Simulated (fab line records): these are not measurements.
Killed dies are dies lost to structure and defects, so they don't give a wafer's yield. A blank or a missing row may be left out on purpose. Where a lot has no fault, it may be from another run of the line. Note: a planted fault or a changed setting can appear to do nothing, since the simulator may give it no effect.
Chamber matching | flow sky130 | SKY_VIA4_CMP_02 on cmp-02 has 4 sister chambers
The step polishes SiO2. 4 wafers are shown with their chamber, then 10 later ones without.

== WAFERS WITH THEIR CHAMBER ==
wafer  | chamber | motor-current-A (A)
L081.3 | 2       | 14.7
L082.2 | 3       | 13.9
L087.1 | 0       | 11.6
L087.3 | 1       | 10.1

== WAFERS MISSING THEIR CHAMBER ==
wafer  | motor-current-A (A)
L087.6 | 10.6
L088.2 | 10.0
L088.3 | 15.6
L088.4 | 11.6
L089.2 | 13.9
L089.5 | 10.0
L089.6 | 12.0
L095.1 | 11.4
L095.3 | 14.9
L095.5 | 14.9

== THE CHAMBER EACH PASSED THROUGH ==
wafer  | from the rows above     | in truth
L087.6 | can't be placed: 1 or 0 | 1
L088.2 | 1                       | 1
L088.3 | 2                       | 2
L088.4 | 0                       | 0
L089.2 | 3                       | 3
L089.5 | 1                       | 1
L089.6 | 0                       | 0
L095.1 | 0                       | 0
L095.3 | 2                       | 2
L095.5 | 2                       | 2
Correct placement for 9 of the 10. Unplaceable from these rows: 1, with the true chamber sitting among the candidates in 1. 0 placed wrongly.
How it was worked out, from the rows above alone: a wafer's distance from a chamber is the root of the sum, over the readings, of the square of ((its reading less the chamber's mean) divided by the reading's scatter). If the next closest chamber is less than 2 further off than the closest, the wafer can't be placed; otherwise it belongs to the closest. For every chamber, the mean is computed from those of its wafers that are shown. The scatter: root of mean squared gap, hidden wafer to nearest shown wafer, with one shown wafer a chamber.
